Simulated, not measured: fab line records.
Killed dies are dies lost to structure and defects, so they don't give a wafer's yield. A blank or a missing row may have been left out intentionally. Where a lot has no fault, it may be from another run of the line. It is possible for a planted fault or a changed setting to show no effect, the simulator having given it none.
A lot that was struck, set against a sound lot -- flow sky130 -- 19 steps out of a route of 708
Sound: these wafers, L694.1, L694.2, L694.4. The struck wafers were L691.2, L691.4, L691.5. The cause is named last.
Per side, at each step with rows, come the tool, then ch with its chambers, and then its first start. Under that, the readings that differ: sound wafers -- struck wafers -- difference of the means -- sigmas: that difference in standard deviations of wafers without a fault.
alike: words and numbers the same on both sides, and readings whose means are apart by under 2 such deviations; not compared: readings that were withheld, readings missing a value for some wafer, numbers with overlapping values and no deviation given by the record, and bounds like >300 which may hide the same value.
The two part at a step that has a row with sigmas, a row that says differs or no value, or rows on one side only. Numbers that have no deviation but don't overlap get no sigmas and don't part them. A reading that every wafer of one side lacks parts them only if that side has two wafers or more.

first, 1 step without rows for these wafers: SKY_VIA4_ETCH_12 (etches SiO2 in C4F8/O2/Ar, stops on TiN, target depth 580 nm).
SKY_VIA4_STRIP_13: strips in O2/N2.
  sound on plasma_asher-04 ch 0,1, day 46 17:20; struck on plasma_asher-03 ch 0, day 45 18:55
  alike: drypump_motor_current_A, oes_product_au, strip_time_to_endpoint_s
  not compared: rf_hours_counter_h
then, 3 steps without rows for these wafers: SKY_VIA4_STRIP_14 (strips in post etch residue remover, time 1200 s); SKY_VIA4_CLEAN_15 (cleans in IPA, time 180 s); SKY_VIA4_CLEAN_16 (cleans in O3/DIW).
SKY_VIA4_SPUTTER_17: material TiN, target thk 20 nm, time 80 s.
  struck on pvd_sputter-04, day 45 19:32; sound on pvd_sputter-04, day 46 17:56
  alike: cathode_dc_power_W, throttle_valve_pct
SKY_VIA4_CVD_18: deposits W, target thk 505 nm, time 152.14 s.
  sound on cvd_w-01 ch 0,1, day 46 18:00; struck on cvd_w-02 ch 1, day 45 19:37
  alike: heater_power_w
SKY_VIA4_RS_MEAS_19: measurement is done with a four-point probe.
  struck on film_metro-04, day 45 19:47; sound on film_metro-04, day 46 18:09
reading,sound,struck,difference,sigmas
VIA4_W_RS (ohm/sq),0.2243 0.2242 0.2253,0.2314 0.2285 0.2301,+0.0054,+2
SKY_VIA4_THK_MEAS_20: measures by xrf.
  struck on film_metro-04, day 45 19:53; sound on film_metro-04, day 46 18:16
reading,sound,struck,difference,sigmas
VIA4_W_THK (nm),529 531 527,512 516 514,-15,-2
then, 2 steps without rows for these wafers: SKY_VIA4_CMP_21 (polishes, stops on SiO2, t overpolish 25 s, target thk 0 nm); SKY_METAL5_SPUTTER_00 (material Ti, target thk 15 nm, time 10 s).
SKY_METAL5_SPUTTER_01: material TiN, target thk 20 nm, time 16.7 s.
  struck on pvd_sputter-01, day 45 20:17; sound on pvd_sputter-04, day 46 18:39
  alike: cathode_dc_power_W, throttle_valve_pct
SKY_METAL5_SPUTTER_02: material AlCu, target thk 1150 nm, time 61.2 s.
  struck on pvd_sputter-01, day 45 20:19; sound on pvd_sputter-04, day 46 18:41
reading,sound,struck,difference,sigmas
cathode_dc_power_W (W),10597 10599 10598,11172 11166 11169,+571,+99 or more
model.AlCu_of_METAL5_SPUTTER_02.thk_nm (nm),1177 1165 1168,1213 1212 1207,+41,
  alike: throttle_valve_pct
SKY_METAL5_SPUTTER_03: material Ti, target thk 5 nm, time 3.3 s.
  struck on pvd_sputter-01, day 45 20:22; sound on pvd_sputter-04, day 46 18:44
  alike: cathode_dc_power_W, throttle_valve_pct
then, 1 step without rows for these wafers: SKY_METAL5_SPUTTER_04 (material TiN, target thk 70 nm, time 58.3 s).
SKY_METAL5_RS_MEAS_05: measurement is done with a four-point probe.
  struck on film_metro-02, day 45 20:27; sound on film_metro-04, day 46 18:47
reading,sound,struck,difference,sigmas
METAL5_ALCU_RS (ohm/sq),0.0266 0.0269 0.0267,0.0256 0.0257 0.0258,-0.0010,-2
SKY_METAL5_THK_MEAS_06: measures by xrf.
  struck on film_metro-02, day 45 20:34; sound on film_metro-04, day 46 18:55
reading,sound,struck,difference,sigmas
METAL5_ALCU_THK (nm),1159 1145 1149,1198 1186 1195,+42,+2
then, 1 step without rows for these wafers: SKY_METAL5_DEHYDRATE_07 (time 60 s).
-- the record jumps here: 3 days lie between the struck wafers' starts before and after (it left off in module METAL5 and takes up again in module PAD_OPEN, whose first step shown is number 708 of the route) --
SKY_PAD_OPEN_PROBE_99:
  struck on prober-02, day 48 12:38; sound on prober-01, day 49 08:14
reading,sound,struck,difference,sigmas
model.etest.met5.rs_ohm_sq,0.02667 0.02677 0.02666,0.02586 0.02582 0.02585,-0.00086,
model.etest.met5.line_ohm_um,0.01684 0.0168 0.01676,0.01624 0.01623 0.01631,-0.00054,
  alike: defect_limited_yield, killed_at_M0_to_M3, killed_at_M4_up, killed_at_contacts, killed_at_front_end, killed_at_other, killed_dies, killed_open, killed_short, sort_bin_3_pad_short, sort_bin_5_function, sort_bin_6_memory, sort_n_pass, sort_yield_pct

== WHERE THEY PART ==
Earliest at SKY_VIA4_RS_MEAS_19; latest, in this record, at SKY_METAL5_THK_MEAS_06. Later steps at which nothing parts them and some readings are alike: SKY_PAD_OPEN_PROBE_99.

WHY: what had been put in by the simulator
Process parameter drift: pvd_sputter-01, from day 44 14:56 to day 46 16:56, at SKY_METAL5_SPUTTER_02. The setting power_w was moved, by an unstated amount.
